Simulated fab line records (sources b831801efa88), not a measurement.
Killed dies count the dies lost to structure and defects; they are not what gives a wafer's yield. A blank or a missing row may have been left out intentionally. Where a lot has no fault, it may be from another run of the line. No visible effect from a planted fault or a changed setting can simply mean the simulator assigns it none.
Which tool did it? ; flow sky130 ; 9 lots, 27 wafers sampled, at 5 steps of a route of 708

WHAT EACH GAUGE READ, for each wafer
SKY_METAL1_RS_MEAS_05: measurement is done with a four-point probe. Usual: METAL1_ALCU_RS gives 0.1269 ohm/sq (standard deviation 0.0014).
lot;measured;on;METAL1_ALCU_RS (ohm/sq);flag
L440;day 31 13:12;filmMetro-03;0.1270 0.1292 0.1258;
L441;day 31 21:20;filmMetro-02;0.1270 0.1275 0.1289;
L444;day 32 21:56;filmMetro-03;0.1255 0.1273 0.1279;
L447;day 33 21:13;filmMetro-04;0.1266 0.1263 0.1265;
L450;day 35 00:02;filmMetro-02;0.1294 0.1279 0.1270;
L456;day 36 19:20;filmMetro-02;0.1319 0.1281 0.1259;
L459;day 38 07:13;filmMetro-04;0.1294 0.1269 0.1280;
L461;day 38 13:25;filmMetro-04;0.1271 0.1263 0.1274;
L462;day 38 17:23;filmMetro-04;0.1266 0.1244 0.1261;

SKY_METAL1_THK_MEAS_06: measures by xrf. Usual: METAL1_ALCU_THK gives 253 nm (standard deviation 3.1).
lot;measured;on;METAL1_ALCU_THK (nm);flag
L440;day 31 13:17;filmMetro-03;255 251 256;
L441;day 31 21:26;filmMetro-02;252 250 249;
L444;day 32 22:03;filmMetro-03;255 253 251;
L447;day 33 21:19;filmMetro-04;253 254 253;
L450;day 35 00:08;filmMetro-02;248 251 252;
L456;day 36 19:28;filmMetro-02;243 250 255;
L459;day 38 07:20;filmMetro-04;247 252 249;
L461;day 38 13:32;filmMetro-04;250 252 251;
L462;day 38 17:29;filmMetro-04;251 257 254;

SKY_METAL1_CD_MEAS_15: target cd 140 nm. Usual: cdNm at 140.1 nm, with a standard deviation of 1.6.
lot;measured;on;cdNm (nm);flag
L440;day 32 16:36;cdSem-02;137.5 136.4 135.8;
L441;day 33 01:59;cdSem-02;138.5 137.6 139.0;
L444;day 34 01:13;cdSem-01;138.7 138.6 138.1;
L447;day 35 00:29;cdSem-02;140.1 140.2 140.7;
L450;day 36 02:49;cdSem-01;138.4 139.7 138.7;
L456;day 37 21:29;cdSem-01;139.8 140.5 138.2;
L459;day 39 08:52;cdSem-02;142.6 142.1 142.3;
L461;day 39 13:47;cdSem-02;140.1 141.3 139.2;
L462;day 39 18:00;cdSem-02;142.2 140.4 141.4;

WHAT TOOL EACH LOT RAN ON (gives the tool, then ch and the chambers of the sampled wafers, and finally the start)
lot;SKY_CONTACT_SPUTTER_23;SKY_METAL1_SPUTTER_02
L440;pvdSputter-02, day 31 12:21;pvdSputter-02, day 31 13:03
L441;pvdSputter-04, day 31 20:31;pvdSputter-04, day 31 21:13
L444;pvdSputter-02, day 32 21:08;pvdSputter-01, day 32 21:50
L447;pvdSputter-03, day 33 20:24;pvdSputter-01, day 33 21:06
L450;pvdSputter-03, day 34 23:13;pvdSputter-02, day 34 23:55
L456;pvdSputter-04, day 36 18:33;pvdSputter-02, day 36 19:15
L459;pvdSputter-02, day 38 06:18;pvdSputter-01, day 38 07:07
L461;pvdSputter-03, day 38 12:37;pvdSputter-04, day 38 13:19
L462;pvdSputter-03, day 38 16:32;pvdSputter-01, day 38 17:14
- SKY_CONTACT_SPUTTER_23: material TiN, target thk 20 nm, time 80 s.
- SKY_METAL1_SPUTTER_02: material AlCu, target thk 250 nm, time 13.3 s.

WHAT THE TOOLS THEMSELVES READ (means of the sampled wafers that have a number; where no wafer has one, the mark that the record gives instead)
SKY_CONTACT_SPUTTER_23. Usual: throttleValvePct at 29.9 %, with a standard deviation of 0.95.
lot;tool;throttleValvePct (%);flag
L440;pvdSputter-02;28.9;
L441;pvdSputter-04;29.5;
L444;pvdSputter-02;29.0;
L447;pvdSputter-03;31.1;
L450;pvdSputter-03;29.6;
L456;pvdSputter-04;29.7;
L459;pvdSputter-02;28.8;
L461;pvdSputter-03;30.3;
L462;pvdSputter-03;29.9;

SKY_METAL1_SPUTTER_02. Usual: throttleValvePct at 29.5 %, with a standard deviation of 0.83.
lot;tool;throttleValvePct (%);flag
L440;pvdSputter-02;29.1;
L441;pvdSputter-04;29.2;
L444;pvdSputter-01;29.6;
L447;pvdSputter-01;30.4;
L450;pvdSputter-02;29.2;
L456;pvdSputter-02;29.6;
L459;pvdSputter-01;29.9;
L461;pvdSputter-04;30.2;
L462;pvdSputter-01;29.3;

THE ANSWER, worked out from the rows above alone
Rule: take the mean of a lot's wafers that have a number; if it is more than 3 standard deviations from the usual mean, the lot is off. A lot without any number at a reading at which 4 lots or more have one is off too. The other lots that the step has rows for count as sound. First the gauges in route order, then the tools' own readings, where a lot's mean is used as printed above. At the first step where some lot is off, the reading lying furthest off is the one used; lots without a number count as furthest.
Nothing can be told from this: no lot is off at any reading shown.

WHAT THE SIMULATOR PUT IN
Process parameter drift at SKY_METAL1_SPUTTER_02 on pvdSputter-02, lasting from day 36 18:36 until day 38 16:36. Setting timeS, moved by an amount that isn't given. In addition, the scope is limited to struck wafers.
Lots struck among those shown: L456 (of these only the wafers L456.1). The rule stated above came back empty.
